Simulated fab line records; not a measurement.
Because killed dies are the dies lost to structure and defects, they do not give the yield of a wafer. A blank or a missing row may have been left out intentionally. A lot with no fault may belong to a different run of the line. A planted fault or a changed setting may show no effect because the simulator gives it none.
Lot-split experiment :: flow gf180mcu :: 5 lots, 23 wafers read, on a route of 602 steps

== THE SPLIT ITSELF ==
At GF_V4_COAT_09 (resist thk 1000 nm), the setting resist_thk_nm was moved away from the recipe's 1000 nm on 10 of the 23 wafers read, by -5.4% to +3.8%. All remaining wafers had this setting at the recipe value.

== FROM THE SPLIT TO THE READING: what the file shows between them, 4 steps ==
- GF_V4_SOFTBAKE_10: time 60 s
- GF_V4_EXPOSE_11: exposes mask Via4, target cd 260 nm
- GF_V4_ETCH_16: etches BARC in N2/H2
- GF_V4_ETCH_17: etches SiO2 in C4F8/O2/Ar, stops on TiN, target depth 630 nm

== THE READING ==
oes_product_au, in a.u., at GF_V4_STRIP_18 (strips in O2/N2). Typical for fault-free wafers on this fab line: 0.590 a.u., with standard deviation 0.0044 a.u.

wafer: L074.2
tool, chamber at the split: litho_track-04, 0
resist_thk_nm as run, nm: 1000
against the recipe: recipe
oes_product_au, a.u.: 0.590
against lot-mates on the recipe: -

wafer: L074.4
tool, chamber at the split: litho_track-04, 0
resist_thk_nm as run, nm: 1000
against the recipe: recipe
oes_product_au, a.u.: 0.594
against lot-mates on the recipe: -

wafer: L074.6
tool, chamber at the split: litho_track-04, 0
resist_thk_nm as run, nm: 1000
against the recipe: recipe
oes_product_au, a.u.: 0.595
against lot-mates on the recipe: -

wafer: L076.1
tool, chamber at the split: litho_track-04, 0
resist_thk_nm as run, nm: 1027
against the recipe: +2.7%
oes_product_au, a.u.: 0.606
against lot-mates on the recipe: +0.014

wafer: L076.2
tool, chamber at the split: litho_track-04, 0
resist_thk_nm as run, nm: 1027
against the recipe: +2.7%
oes_product_au, a.u.: 0.602
against lot-mates on the recipe: +0.010

wafer: L076.3
tool, chamber at the split: litho_track-04, 0
resist_thk_nm as run, nm: 1027
against the recipe: +2.7%
oes_product_au, a.u.: 0.602
against lot-mates on the recipe: +0.010

wafer: L076.5
tool, chamber at the split: litho_track-04, 0
resist_thk_nm as run, nm: 1000
against the recipe: recipe
oes_product_au, a.u.: 0.589
against lot-mates on the recipe: -

wafer: L076.6
tool, chamber at the split: litho_track-04, 0
resist_thk_nm as run, nm: 1000
against the recipe: recipe
oes_product_au, a.u.: 0.595
against lot-mates on the recipe: -

wafer: L077.1
tool, chamber at the split: litho_track-04, 0
resist_thk_nm as run, nm: 1038
against the recipe: +3.8%
oes_product_au, a.u.: 0.604
against lot-mates on the recipe: +0.017

wafer: L077.3
tool, chamber at the split: litho_track-04, 0
resist_thk_nm as run, nm: 1038
against the recipe: +3.8%
oes_product_au, a.u.: 0.613
against lot-mates on the recipe: +0.026

wafer: L077.4
tool, chamber at the split: litho_track-04, 0
resist_thk_nm as run, nm: 1000
against the recipe: recipe
oes_product_au, a.u.: 0.583
against lot-mates on the recipe: -

wafer: L077.5
tool, chamber at the split: litho_track-04, 0
resist_thk_nm as run, nm: 1000
against the recipe: recipe
oes_product_au, a.u.: 0.592
against lot-mates on the recipe: -

wafer: L077.6
tool, chamber at the split: litho_track-04, 0
resist_thk_nm as run, nm: 1000
against the recipe: recipe
oes_product_au, a.u.: 0.587
against lot-mates on the recipe: -

wafer: L081.2
tool, chamber at the split: litho_track-04, 0
resist_thk_nm as run, nm: 1000
against the recipe: recipe
oes_product_au, a.u.: 0.586
against lot-mates on the recipe: -

wafer: L081.3
tool, chamber at the split: litho_track-04, 0
resist_thk_nm as run, nm: 1000
against the recipe: recipe
oes_product_au, a.u.: 0.583
against lot-mates on the recipe: -

wafer: L081.4
tool, chamber at the split: litho_track-04, 0
resist_thk_nm as run, nm: 955.6
against the recipe: -4.4%
oes_product_au, a.u.: 0.577
against lot-mates on the recipe: -0.009

wafer: L081.5
tool, chamber at the split: litho_track-04, 0
resist_thk_nm as run, nm: 1000
against the recipe: recipe
oes_product_au, a.u.: 0.590
against lot-mates on the recipe: -

wafer: L081.6
tool, chamber at the split: litho_track-04, 0
resist_thk_nm as run, nm: 955.6
against the recipe: -4.4%
oes_product_au, a.u.: 0.564
against lot-mates on the recipe: -0.022

wafer: L084.1
tool, chamber at the split: litho_track-02, 0
resist_thk_nm as run, nm: 1000
against the recipe: recipe
oes_product_au, a.u.: 0.579
against lot-mates on the recipe: -

wafer: L084.2
tool, chamber at the split: litho_track-02, 0
resist_thk_nm as run, nm: 945.7
against the recipe: -5.4%
oes_product_au, a.u.: 0.564
against lot-mates on the recipe: -0.023

wafer: L084.3
tool, chamber at the split: litho_track-02, 0
resist_thk_nm as run, nm: 945.7
against the recipe: -5.4%
oes_product_au, a.u.: 0.567
against lot-mates on the recipe: -0.020

wafer: L084.4
tool, chamber at the split: litho_track-02, 0
resist_thk_nm as run, nm: 1000
against the recipe: recipe
oes_product_au, a.u.: 0.596
against lot-mates on the recipe: -

wafer: L084.5
tool, chamber at the split: litho_track-02, 0
resist_thk_nm as run, nm: 945.7
against the recipe: -5.4%
oes_product_au, a.u.: 0.571
against lot-mates on the recipe: -0.016

FIT RESULTS
A straight line over all 23 wafers: oes_product_au changes by +0.00443 a.u. for each +1% of resist_thk_nm; r = +0.93; the points scatter about the line by 0.005 a.u.
The same after taking each lot's own level away (the mean of its wafers on the recipe; 23 wafers): +0.00409 a.u. for each +1%; r = +0.93; scatter 0.0047 a.u.
Per that fit: largest resist_thk_nm move, reading shift of 0.022 a.u.
Measured against the standard deviation above, the lots' own levels, which go from 0.5863 to 0.5930 a.u., span 1.5 times it.
The two slopes are in agreement: the lot-to-lot level therefore moves the slope only a little.
Check: with one of the wafers moved furthest among these (-5.4%) left out of the fit, the line predicts -0.0207 a.u. for it against its lot-mates. It came out at -0.0235 a.u. against them.

== THE OTHER SPLITS THESE WAFERS WENT THROUGH ==
Before the reading, these wafers also passed through other splits. Each is held against what the fit with the lots' levels taken away leaves over:
other split on the same wafers: GF_V3_CVD_00 sih4_flow_sccm
wafers away from the commonest value: 5
r with oes_product_au (lot level and that fit taken away): -0.11

other split on the same wafers: GF_V3_SPUTTER_21 chamber_pressure_pa
wafers away from the commonest value: 15
r with oes_product_au (lot level and that fit taken away): -0.02

other split on the same wafers: GF_V3_CVD_23 pressure_torr
wafers away from the commonest value: 15
r with oes_product_au (lot level and that fit taken away): +0.09

other split on the same wafers: GF_M4_SPUTTER_03 time_s
wafers away from the commonest value: 5
r with oes_product_au (lot level and that fit taken away): +0.23

other split on the same wafers: GF_M4_METAL_ETCH_16 time_s
wafers away from the commonest value: 11
r with oes_product_au (lot level and that fit taken away): +0.19

other split on the same wafers: GF_V4_CVD_00 sih4_flow_sccm
wafers away from the commonest value: 9
r with oes_product_au (lot level and that fit taken away): +0.08

== THE WHOLE CHAIN: every reading that the file lists as answering this split, in the file's order ==
step: GF_V4_COAT_09
what it does: resist thk 1000 nm
reading: KrF_of_V4_COAT_09.thk_nm (the simulator's own value, which no gauge read)
change (the file's fit): +9.78 nm for each +1% of the setting
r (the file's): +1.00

step: GF_V4_STRIP_18
what it does: strips in O2/N2
reading: oes_product_au
change (the file's fit): +0.00412 a.u. for each +1% of the setting
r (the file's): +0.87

== FILE'S OWN FIT ==
oes_product_au changes by +0.00412 a.u. for each +1% of resist_thk_nm, r = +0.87.
